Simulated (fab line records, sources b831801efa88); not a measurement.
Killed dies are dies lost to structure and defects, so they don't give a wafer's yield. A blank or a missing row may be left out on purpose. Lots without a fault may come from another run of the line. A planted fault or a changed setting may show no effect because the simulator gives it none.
fab line records | flow sky130
record lots=12 wafers=36 last_day=49
route steps=708 shown VIA1@470 METAL3@565 METAL4@600 METAL5@667
lots that met no fault: from a run of the same line without faults
start_h: hours from the record's first day to the start of the lot's first wafer shown | wait_h: hours since the lot's step before | " the same as in the row above | L1.1+2: a row that stands for several wafers | - no value, or no start given | * or withheld: withheld | < > ~ a bound
route shown NAME@n: a module of which the file shows steps, and the number in the route of the first | usual: mean/standard deviation of fault-free wafers | same: alike in all rows | chamber/n: place in a boat | sites: the reading at each site | _std_site: their standard deviation | _edge_site: outer sites' mean less inner sites' | radius_mm: how far each site lies from the wafer's centre | mask NAME#n: copy n | behind: the tool/chamber that last shaped the wafer | hold: why the lot was held/for how many hours/how that ended | device: the transistor (n, p or np) that didn't switch | end of line: the same wafers' tests at the end of the route | a step without rows: its recipe alone | killed: dies lost to structure and defects at the first sort, not the wafer's yield | map: a wafer's dies, x killed, . not, _ none there
set.NAME: the setting as run; set.NAME@STEP: as run at that earlier step | model.NAME: the simulator's own value behind a step, which no gauge read
steps of the route over a sample of lots; a table a step, a row a wafer
services: from which hour (start_h, from the record's first day; less than 0 if before it) a tool's chamber was out of use, for how many hours, and why
## steps
# step SKY_VIA1_CD_MEAS_12
# recipe target_cd_nm=150
# usual cd_nm=150.4/1.6
# columns lot.wafer tool chamber start_h wait_h cd_nm
L234.2 cd_sem-02 - 790.18 - 153.3
L234.3 " - " " 151.8
L234.4 " - " " 150.9
L235.3 cd_sem-02 - 792.15 - 147.9
L235.5 " - " " 147.8
L235.6 " - " " 147.5
L236.3 cd_sem-01 - 799.30 - 151.4
L236.4 " - " " 152.1
L236.6 " - " " 152.4
L238.1 cd_sem-01 - 847.57 - 150.2
L238.4 " - " " 150.0
L238.6 " - " " 150.2
L240.2 cd_sem-01 - 849.68 - 150.9
L240.3 " - " " 150.4
L240.4 " - " " 149.2
L242.2 cd_sem-01 - 854.59 - 150.2
L242.4 " - " " 148.1
L242.5 " - " " 148.8
L246.3 cd_sem-01 - 890.76 - 148.3
L246.4 " - " " 149.1
L246.5 " - " " 150.4
L247.1 cd_sem-01 - 894.06 - 149.5
L247.3 " - " " 149.3
L247.5 " - " " 149.0
L249.2 cd_sem-02 - 898.80 - 149.9
L249.4 " - " " 148.5
L249.6 " - " " 149.1
L248.2 cd_sem-02 - 901.25 - 151.3
L248.3 " - " " 151.7
L248.5 " - " " 151.6
L252.1 cd_sem-02 - 921.17 - 152.8
L252.4 " - " " 149.3
L252.6 " - " " 149.0
L255.1 cd_sem-02 - 937.98 - 151.8
L255.2 " - " " 150.0
L255.3 " - " " 152.1
# step SKY_METAL3_DESCUM_15
# recipe chemistry=O2 source_power_w=150 bias_power_w=0 pressure_mtorr=10 temp_c=40 time_s=8
# usual drypump_motor_current_A=5.6/0.35 oes_product_au=1.004/0.01
# columns lot.wafer tool chamber start_h wait_h drypump_motor_current_A oes_product_au rf_hours_counter_h
L234.2 rie_metal-01 1 901.13 0.0 5.2 0.993 -
L234.3 " 1 " " 5.1 1.002 -
L234.4 " 1 " " 5.2 0.992 -
L235.3 rie_metal-02 0 905.26 0.0 5.8 1.000 -
L235.5 " 0 " " 5.8 1.005 -
L235.6 " 0 " " 5.8 1.004 -
L236.3 rie_metal-02 1 910.92 0.0 5.1 1.009 -
L236.4 " 0 " " 5.8 1.008 -
L236.6 " 0 " " 5.8 0.999 -
L238.1 rie_metal-03 0 955.11 0.0 6.0 0.988 7
L238.4 " 0 " " 6.0 0.989 -
L238.6 " 0 " " 6.0 0.997 -
L240.2 rie_metal-01 0 960.71 0.0 5.8 1.004 7
L240.3 " 1 " " 5.2 0.986 -
L240.4 " 0 " " 5.8 1.012 -
L242.2 rie_metal-02 1 961.06 0.0 5.1 1.032 3
L242.4 " 0 " " 5.8 1.016 -
L242.5 " 0 " " 5.8 1.006 -
L246.3 rie_metal-03 0 993.17 0.0 6.0 1.001 -
L246.4 " 1 " " 5.8 1.021 -
L246.5 " 1 " " 5.7 1.007 -
L247.1 rie_metal-01 0 996.48 0.0 5.8 1.012 9
L247.3 " 1 " " 5.2 0.998 -
L247.5 " 1 " " 5.2 0.979 -
L249.2 rie_metal-02 0 998.52 0.0 5.8 1.016 22
L249.4 " 1 " " 5.1 1.015 -
L249.6 " 1 " " 5.1 1.010 -
L248.2 rie_metal-02 0 1003.08 0.0 5.8 1.001 22
L248.3 " 1 " " 5.1 1.002 -
L248.5 " 1 " " 5.1 1.007 -
L252.1 rie_metal-01 1 1021.58 0.0 5.2 0.996 16
L252.4 " 1 " " 5.2 0.981 -
L252.6 " 0 " " 5.8 1.014 -
L255.1 rie_metal-03 0 1038.94 0.0 6.0 1.008 12
L255.2 " 1 " " 5.7 1.011 18
L255.3 " 1 " " 5.8 1.003 -
# step SKY_METAL4_SPUTTER_02
# recipe material=AlCu target_thk_nm=735 power_w=10600 time_s=39.1 chamber_pressure_pa=0.4
# usual chamber_pressure_pa=0.4001/0.00074 throttle_valve_pct=29.7/0.87
# columns lot.wafer tool chamber start_h wait_h chamber_pressure_pa throttle_valve_pct
L234.2 pvd_sputter-01 - 928.37 0.0 0.4005 29.2
L234.3 " - " " 0.4004 29.8
L234.4 " - " " 0.3990 30.8
L235.3 pvd_sputter-01 - 933.04 0.0 0.3993 29.1
L235.5 " - " " 0.4003 29.7
L235.6 " - " " 0.4009 30.7
L236.3 pvd_sputter-04 - 938.73 0.0 0.4000 29.1
L236.4 " - " " 0.3999 31.5
L236.6 " - " " 0.4009 29.7
L238.1 pvd_sputter-01 - 981.97 0.0 0.3996 30.0
L238.4 " - " " 0.4008 31.0
L238.6 " - " " 0.4000 29.1
L240.2 pvd_sputter-01 - 987.94 0.0 0.3998 29.1
L240.3 " - " " 0.4001 29.6
L240.4 " - " " 0.3991 29.2
L242.2 pvd_sputter-03 - 988.18 0.0 0.3998 28.4
L242.4 " - " " 0.4008 29.3
L242.5 " - " " 0.4007 30.8
L246.3 pvd_sputter-03 - 1019.82 0.0 0.4001 29.7
L246.4 " - " " 0.3990 28.5
L246.5 " - " " 0.3998 29.6
L247.1 pvd_sputter-04 - 1023.62 0.0 0.4002 29.5
L247.3 " - " " 0.4012 29.2
L247.5 " - " " 0.4009 29.2
L249.2 pvd_sputter-04 - 1025.07 0.0 0.4007 29.9
L249.4 " - " " 0.4001 30.0
L249.6 " - " " 0.4001 29.7
L248.2 pvd_sputter-04 - 1029.67 0.0 0.4003 29.9
L248.3 " - " " 0.4003 29.6
L248.5 " - " " 0.4000 30.1
L252.1 pvd_sputter-04 - 1046.67 0.0 0.3990 29.7
L252.4 " - " " 0.3991 30.0
L252.6 " - " " 0.4004 31.9
L255.1 pvd_sputter-03 - 1063.54 0.0 0.3999 30.7
L255.2 " - " " 0.3992 28.8
L255.3 " - " " 0.3999 28.5
# step SKY_METAL4_METAL_ETCH_18
# recipe target_depth_a=8450 stop_on=SiO2 over_etch_frac=0.3 time_s=183.1 chemistry=Cl2/BCl3 resist_sidewall_deg=88 pressure_mtorr=10 icp_w=900 bias_w=48.5 Cl2_flow_sccm=60 bcl3_flow_sccm=30
# usual drypump_motor_current_A=5.6/0.33 oes_product_au=0.864/0.0067 throttle_valve_pct=22.264/0.0092
# columns lot.wafer tool chamber start_h wait_h drypump_motor_current_A oes_product_au rf_hours_counter_h throttle_valve_pct
L234.2 rie_metal-04 1 976.56 0.0 5.9 0.863 16 22.254
L234.3 " 0 " " 5.7 0.874 - 22.265
L234.4 " 1 " " 5.9 0.875 - 22.266
L235.3 rie_metal-01 1 982.82 0.1 5.2 0.855 - 22.260
L235.5 " 0 " " 5.8 0.860 - 22.265
L235.6 " 1 " " 5.2 0.867 - 22.267
L236.3 rie_metal-04 0 987.07 0.1 5.8 0.859 - 22.279
L236.4 " 1 " " 5.9 0.857 - 22.263
L236.6 " 0 " " 5.7 0.859 - 22.285
L238.1 rie_metal-04 0 1029.62 0.0 5.7 0.984 6 22.262
L238.4 " 1 " " 5.9 1.009 - 22.246
L238.6 " 0 " " 5.8 0.979 - 22.245
L240.2 rie_metal-02 0 1035.26 0.0 5.8 1.000 24 22.241
L240.3 " 1 " " 5.1 1.015 - 22.272
L240.4 " 0 " " 5.8 1.008 - 22.264
L242.2 rie_metal-04 1 1036.21 0.0 5.9 0.872 19 22.262
L242.4 " 1 " " 5.9 0.864 - 22.292
L242.5 " 1 " " 5.9 0.867 - 22.263
L246.3 rie_metal-01 0 1066.59 0.1 5.9 0.871 - 22.263
L246.4 " 1 " " 5.2 0.861 - 22.271
L246.5 " 0 " " 5.8 0.867 - 22.264
L247.1 rie_metal-01 1 1068.26 0.0 5.2 0.862 19 22.257
L247.3 " 0 " " 5.8 0.865 - 22.274
L247.5 " 0 " " 5.8 0.868 - 22.259
L249.2 rie_metal-01 0 1070.01 0.0 5.8 0.859 15 22.264
L249.4 " 0 " " 5.8 0.868 - 22.276
L249.6 " 0 " " 5.8 0.850 - 22.259
L248.2 rie_metal-01 1 1074.26 0.0 5.2 0.850 20 22.273
L248.3 " 1 " " 5.2 0.866 - 22.270
L248.5 " 1 " " 5.2 0.864 - 22.247
L252.1 rie_metal-04 0 1090.51 0.0 5.7 0.861 9 22.259
L252.4 " 0 " " 5.8 0.862 - 22.282
L252.6 " 1 " " 5.9 0.857 - 22.258
L255.1 rie_metal-02 1 1105.86 0.0 5.1 0.860 13 22.262
L255.2 " 1 " " 5.1 0.861 - 22.275
L255.3 " 1 " " 5.1 0.867 - 22.256
# step SKY_METAL5_THK_MEAS_06
# recipe thk_meas_gauge=xrf reads=AlCu_of_METAL5_SPUTTER_02
# usual METAL5_ALCU_THK=1144/20
# columns lot.wafer tool chamber start_h wait_h METAL5_ALCU_THK[nm]
L234.2 film_metro-01 - 1002.71 0.1 1119
L234.3 " - " " 1146
L234.4 " - " " 1119
L235.3 film_metro-04 - 1009.27 0.1 1142
L235.5 " - " " 1136
L235.6 " - " " 1142
L236.3 film_metro-02 - 1012.63 0.1 1156
L236.4 " - " " 1136
L236.6 " - " " 1137
L242.2 film_metro-01 - 1061.06 0.1 1124
L242.4 " - " " 1115
L242.5 " - " " 1130
L246.3 film_metro-04 - 1090.55 0.1 1103
L246.4 " - " " 1099
L246.5 " - " " 1095
L247.1 film_metro-01 - 1092.46 0.1 1140
L247.3 " - " " 1121
L247.5 " - " " 1143
L249.2 film_metro-02 - 1093.11 0.1 1122
L249.4 " - " " 1141
L249.6 " - " " 1144
L248.2 film_metro-02 - 1097.23 0.1 1148
L248.3 " - " " 1156
L248.5 " - " " 1155
L252.1 film_metro-04 - 1113.65 0.1 1133
L252.4 " - " " 1121
L252.6 " - " " 1115
L255.1 film_metro-04 - 1129.01 0.1 1138
L255.2 " - " " 1138
L255.3 " - " " 1153
## services
# columns tool chamber start_h hours kind
rie_metal-01 0 879.50 2.3 repair
rie_metal-02 1 880.18 - clean
rie_metal-02 1 880.18 25.1 scheduled_down
rie_metal-02 1 880.18 25.1 vent_cycle
rie_metal-01 0 890.76 28.6 repair
rie_metal-01 1 901.53 36.5 repair
pvd_sputter-04 - 905.06 6.7 repair
pvd_sputter-03 - 912.29 8.0 repair
rie_metal-02 - 925.78 2.8 pm
rie_metal-03 1 940.72 12.7 repair
pvd_sputter-04 - 940.99 1.1 repair
pvd_sputter-01 - 966.11 4.5 repair
pvd_sputter-04 - 972.43 3.3 repair
rie_metal-02 - 1001.94 0.5 repair
pvd_sputter-01 - 1003.80 1.2 repair
pvd_sputter-03 - 1031.46 3.3 repair
rie_metal-04 - 1041.61 14.6 pm
pvd_sputter-04 - 1071.87 23.0 repair
rie_metal-01 - 1073.00 0.6 repair
pvd_sputter-03 - 1090.15 1.6 repair
pvd_sputter-01 - 1092.99 8.6 repair
rie_metal-02 0 1099.26 - clean
rie_metal-02 0 1099.26 38.9 scheduled_down
rie_metal-01 - 1105.85 0.7 repair
## key
first_sign step=SKY_METAL4_METAL_ETCH_18 reading=oes_product_au direction=up sigmas=20 usual=0.864 struck=0.999
effect none on later readings
met_at SKY_METAL4_SPUTTER_02
struck_lots L238,L240
rows_end L238.1,L238.4,L238.6,L240.2,L240.3,L240.4
not_acting_at SKY_VIA1_CD_MEAS_12,SKY_METAL3_DESCUM_15,SKY_METAL5_THK_MEAS_06
onset_between 933.04 981.97
fault kind=process_parameter_drift tool=pvd_sputter-01 chamber=- onset_h=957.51 steps=SKY_METAL4_SPUTTER_02 channel=target_thk_nm offset=656.58 shape=step acts_in=these_recipes_only stated=735
# rows_end: these wafers met a further fault down the route, and their rows from its step on are left out
